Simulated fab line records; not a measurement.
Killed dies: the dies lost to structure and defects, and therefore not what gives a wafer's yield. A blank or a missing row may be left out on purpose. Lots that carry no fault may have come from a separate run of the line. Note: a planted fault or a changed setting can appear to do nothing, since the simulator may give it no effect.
Matching of chambers + flow sky130 + SKY_VIA1_CMP_02 on cmp-01 has 4 sister chambers
The step polishes SiO2. 8 wafers are shown with their chamber, then 6 later ones without.

WAFERS WITH THEIR CHAMBER
| wafer  | chamber | motor-current-A (A) | platen-rpm (rpm) |
|--------|---------|---------------------|------------------|
| L549.5 | 1       | 13.5                | 60.07            |
| L551.3 | 1       | 13.6                | 60.01            |
| L551.4 | 2       | 12.2                | 59.92            |
| L553.3 | 2       | 12.4                | 59.99            |
| L553.4 | 0       | 12.9                | 60.08            |
| L553.5 | 3       | 14.2                | 59.94            |
| L559.1 | 3       | 14.5                | 59.99            |
| L559.3 | 0       | 12.5                | 60.01            |

WAFERS WITHOUT THEIR CHAMBER
| wafer  | motor-current-A (A) | platen-rpm (rpm) |
|--------|---------------------|------------------|
| L568.1 | 12.7                | 59.96            |
| L568.3 | 14.2                | 60.03            |
| L568.5 | 12.3                | 59.95            |
| L571.3 | 14.6                | 59.98            |
| L571.4 | 11.9                | 59.94            |
| L571.5 | 14.9                | 59.99            |

WHICH CHAMBER EACH ONE RAN IN
| wafer  | from the rows above     | in truth                   |
|--------|-------------------------|----------------------------|
| L568.1 | can't be placed: 0 or 2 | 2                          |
| L568.3 | can't be placed: 3 or 1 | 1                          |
| L568.5 | 2                       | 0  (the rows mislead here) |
| L571.3 | 3                       | 3                          |
| L571.4 | 2                       | 2                          |
| L571.5 | 3                       | 3                          |
Correctly placed: 3 of 6. Can't be placed from these rows: 2 (the true chamber is among the candidates in 2). Wrongly placed: 1.
How it was worked out, from the rows above alone: a wafer's distance from a chamber is the root of the sum, over the readings, of the square of ((its reading less the chamber's mean) divided by the reading's scatter). The wafer belongs to the nearest chamber; if the next one is less than 2 further off, it can't be placed. Each chamber's mean is taken over the wafers shown for it. The scatter is the square root of a quotient: the sum, over the shown wafers, of each reading's squared deviation from its chamber's mean, divided by wafers minus chambers.
